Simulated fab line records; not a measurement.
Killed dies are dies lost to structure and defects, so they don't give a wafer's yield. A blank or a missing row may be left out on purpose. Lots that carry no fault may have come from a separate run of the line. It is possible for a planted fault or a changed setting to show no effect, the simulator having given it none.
What tool caused it? | flow sky130 | Sampling: 12 lots, 36 wafers, 5 of 708 route steps

== WHAT THE GAUGES SHOWED, per wafer ==
SKY_SD_N_OVL_MEAS_08.
lot  | measured     | on         | SD_N_OVL (nm)
L813 | day 28 21:44 | overlay-02 | 2.3 1.1 1.6
L814 | day 29 09:02 | overlay-01 | 1.6 3.3 3.2
L819 | day 30 13:19 | overlay-02 | 0.3 3.1 1.0
L820 | day 31 02:38 | overlay-01 | -0.2 -1.4 -0.6
L821 | day 31 04:40 | overlay-01 | 2.1 2.5 0.9
L822 | day 31 13:05 | overlay-02 | -0.4 1.0 0.3
L823 | day 32 06:05 | overlay-02 | -0.1 -0.7 -1.1
L824 | day 32 12:20 | overlay-01 | -0.4 1.7 -1.3
L825 | day 32 20:03 | overlay-01 | -0.8 0.2 0.7
L827 | day 33 11:59 | overlay-01 | 1.1 0.6 1.8
L829 | day 34 02:32 | overlay-01 | 0.9 1.5 0.1
L835 | day 35 16:35 | overlay-01 | 0.6 0.0 3.2

SKY_LOCAL_INTERCONNECT_OVL_MEAS_12.
lot  | measured     | on         | LOCAL_INTERCONNECT_OVL (nm)
L813 | day 31 10:50 | overlay-01 | -6 5 -2
L814 | day 31 21:49 | overlay-01 | 8 5 12
L819 | day 33 01:31 | overlay-01 | -11 -15 11
L820 | day 33 15:14 | overlay-02 | 5 7 -5
L821 | day 33 16:22 | overlay-02 | 13 5 17
L822 | day 34 00:17 | overlay-02 | 2 2 -3
L823 | day 34 16:43 | overlay-01 | 2 4 12
L824 | day 34 21:29 | overlay-01 | 6 10 2
L825 | day 35 05:23 | overlay-01 | -1 7 -8
L827 | day 35 20:40 | overlay-02 | 8 -2 -2
L829 | day 36 10:08 | overlay-02 | -1 0 -1
L835 | day 38 00:32 | overlay-02 | -7 -1 -7

SKY_CONTACT_THK_MEAS_01.
lot  | measured     | on           | CONTACT_CVD_00_THK (nm)
L813 | day 31 11:49 | filmMetro-04 | 75.0 75.8 75.8
L814 | day 31 22:49 | filmMetro-02 | 72.6 73.3 75.0
L819 | day 33 02:18 | filmMetro-04 | 74.6 74.0 75.8
L820 | day 33 16:02 | filmMetro-04 | 73.5 75.1 75.4
L821 | day 33 17:08 | filmMetro-04 | 73.9 73.6 73.6
L822 | day 34 01:05 | filmMetro-02 | 73.9 75.3 74.5
L823 | day 34 17:32 | filmMetro-02 | 75.5 76.5 75.9
L824 | day 34 22:21 | filmMetro-02 | 76.2 75.6 75.5
L825 | day 35 06:11 | filmMetro-04 | 73.1 75.5 76.5
L827 | day 35 21:26 | filmMetro-03 | 73.7 75.7 75.2
L829 | day 36 11:01 | filmMetro-03 | 75.6 58.5 76.0
L835 | day 38 01:23 | filmMetro-04 | 75.9 75.7 75.5

SKY_CONTACT_CD_MEAS_14 targets a cd of 170 nm.
lot  | measured     | on       | cdNm (nm)
L813 | day 32 16:52 | cdSem-01 | 173.0 173.1 172.3
L814 | day 33 04:24 | cdSem-01 | 172.2 172.6 172.0
L819 | day 34 06:40 | cdSem-01 | 170.1 169.7 169.5
L820 | day 34 19:20 | cdSem-02 | 173.6 173.4 174.0
L821 | day 34 20:29 | cdSem-02 | 166.4 168.3 169.1
L822 | day 35 04:41 | cdSem-02 | 166.9 168.7 167.4
L823 | day 35 20:14 | cdSem-02 | 168.6 169.0 168.7
L824 | day 36 02:33 | cdSem-02 | 166.1 166.1 166.1
L825 | day 36 09:12 | cdSem-02 | 169.4 171.2 169.3
L827 | day 37 00:43 | cdSem-01 | 168.6 168.1 167.8
L829 | day 37 13:58 | cdSem-02 | 168.3 167.7 167.8
L835 | day 39 04:17 | cdSem-02 | 170.7 170.8 170.3

== TOOL THAT RAN EACH LOT (tool first, then ch and the chambers of the sampled wafers, then the start) ==
lot  | SKY_CONTACT_CVD_00
L813 | pecvd-02 ch 0,1,2, day 31 11:47
L814 | pecvd-01 ch 1,2, day 31 22:47
L819 | pecvd-01 ch 0,1,2, day 33 02:16
L820 | pecvd-01 ch 1,2, day 33 15:59
L821 | pecvd-02 ch 0,1,2, day 33 17:07
L822 | pecvd-03 ch 0,1,2, day 34 01:03
L823 | pecvd-02 ch 0,1, day 34 17:29
L824 | pecvd-01 ch 0,1,2, day 34 22:15
L825 | pecvd-01 ch 1,2, day 35 06:07
L827 | pecvd-01 ch 0,2, day 35 21:24
L829 | pecvd-01 ch 0,1,2, day 36 10:59
L835 | pecvd-02 ch 0,1,2, day 38 01:20
- SKY_CONTACT_CVD_00: deposits Si3N4, target thk 75 nm.

== WHAT THE TOOLS THEMSELVES READ (means of the sampled wafers that have a number; where no wafer has one, the mark that the record gives instead) ==
SKY_CONTACT_CVD_00.
lot  | tool     | heaterPowerW (W)
L813 | pecvd-02 | 747
L814 | pecvd-01 | 888
L819 | pecvd-01 | 781
L820 | pecvd-01 | 886
L821 | pecvd-02 | 705
L822 | pecvd-03 | 632
L823 | pecvd-02 | 691
L824 | pecvd-01 | 797
L825 | pecvd-01 | 892
L827 | pecvd-01 | 866
L829 | pecvd-01 | 846
L835 | pecvd-02 | 717

== THE ANSWER, worked out from the rows above alone ==
Rule: the usual values come from the lots themselves. The widest of any qualifying gaps counts: lots, ordered by their means at a reading, are off when they make up no more than a third of the lots, leave a main group of 4 or more, and stand apart from it by 3 or more times the standard deviation of that group's means. If all means in a main group match to the digits the tables above print for the reading, that group is not used. A lot without any number at a reading at which 4 lots or more have one is off too. Any other lot the step has rows for is counted as sound. Order of review: gauges by route order, followed by the tools' own readings, for which a lot's mean as printed above is used. The first step at which some lot is off is used, and at that step the reading that is off furthest; a lot without a number counts as furthest.
Off: L829, at SKY_CONTACT_THK_MEAS_01 (CONTACT_CVD_00_THK). Mean 74.9 nm and standard deviation 0.75 in the main group.
If a tool, at a process step before that reading, ran all the lots that are off and no sound lot after the first of them, it fits. The gauges at SKY_CONTACT_THK_MEAS_01 are tried like those tools. Undecided on this evidence; 2 tools fit (pecvd-01 at SKY_CONTACT_CVD_00, filmMetro-03 at SKY_CONTACT_THK_MEAS_01).

== WHAT HAD BEEN PUT IN BY THE SIMULATOR ==
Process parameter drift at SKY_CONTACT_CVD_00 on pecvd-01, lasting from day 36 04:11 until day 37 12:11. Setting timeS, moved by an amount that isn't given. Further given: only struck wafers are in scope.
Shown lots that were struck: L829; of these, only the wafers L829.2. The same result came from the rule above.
